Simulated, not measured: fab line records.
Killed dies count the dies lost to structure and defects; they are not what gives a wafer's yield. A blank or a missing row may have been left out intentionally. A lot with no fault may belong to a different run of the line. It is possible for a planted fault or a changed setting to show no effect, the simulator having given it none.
Chamber matching    flow sky130    rieDiel-03 running SKY_POLY_CUT_ETCH_10: 4 sister chambers
The step etches BARC in N2/H2, stops on SiO2, time 45.9 s, target depth 60 nm. 18 wafers are shown with their chamber, then 9 later ones without.

== WAFERS PAIRED WITH THEIR CHAMBERS ==
wafer   chamber  throttleValvePct (%)  oesProductAu (a.u.)  biasW (W)
L074.3  0        13.239                0.853                100.4
L074.5  3        13.224                0.859                99.7
L074.6  2        13.226                0.852                99.9
L075.1  1        13.236                0.855                99.9
L075.4  0        13.232                0.867                99.9
L075.6  1        13.205                0.859                99.9
L080.2  3        13.211                0.855                99.8
L080.5  2        13.238                0.857                99.7
L080.6  3        13.233                0.850                99.4
L079.3  2        13.220                0.856                100.4
L079.4  3        13.223                0.850                99.9
L079.5  2        13.234                0.851                100.4
L081.3  1        13.230                0.856                100.3
L081.5  2        13.224                0.855                99.9
L081.6  3        13.233                0.854                100.5
L086.1  2        13.216                0.857                100.1
L086.2  1        13.220                0.851                99.8
L086.4  2        13.223                0.852                100.2

SIGNATURES (averages over the wafers above)
reading           chamber 0  chamber 1  chamber 2  chamber 3  scatter within a chamber
throttleValvePct  13.23550   13.22275   13.22586   13.22480   0.00949
oesProductAu      0.86000    0.85525    0.85429    0.85360    0.00403
biasW             100.150    99.975     100.086    99.860     0.311
Rule: for each reading, subtract the chamber's mean from the wafer's reading, divide by that reading's scatter and square the result; add these up over the readings and take the root, which gives the wafer's distance from the chamber. The wafer belongs to the nearest chamber; if the next one is less than 2 further off, it can't be placed. The scatter is the square root of a quotient: the sum, over the shown wafers, of each reading's squared deviation from its chamber's mean, divided by wafers minus chambers.

== WAFERS WHOSE CHAMBER IS MISSING ==
wafer   throttleValvePct (%)  oesProductAu (a.u.)  biasW (W)
L090.2  13.216                0.855                100.2
L090.4  13.238                0.855                100.2
L090.5  13.249                0.858                99.9
L093.1  13.212                0.855                100.1
L093.2  13.229                0.852                99.3
L093.6  13.234                0.854                99.7
L097.1  13.236                0.852                99.9
L097.2  13.216                0.854                99.7
L097.5  13.226                0.862                99.2

== WHICH CHAMBER EACH WENT THROUGH ==
wafer   from the rows above                in truth
L090.2  can't be placed: 1 or 2 or 3 or 0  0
L090.4  can't be placed: 0 or 2 or 1 or 3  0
L090.5  can't be placed: 0 or 2 or 3 or 1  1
L093.1  can't be placed: 1 or 2 or 3 or 0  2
L093.2  can't be placed: 3 or 1 or 2 or 0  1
L093.6  can't be placed: 3 or 2 or 1 or 0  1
L097.1  can't be placed: 3 or 2 or 1 or 0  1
L097.2  can't be placed: 3 or 1 or 2 or 0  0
L097.5  can't be placed: 3 or 1 or 0 or 2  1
Correct placement for 0 of the 9. Can't be placed from these rows: 9 (the true chamber is among the candidates in 9). Wrongly placed: 0.
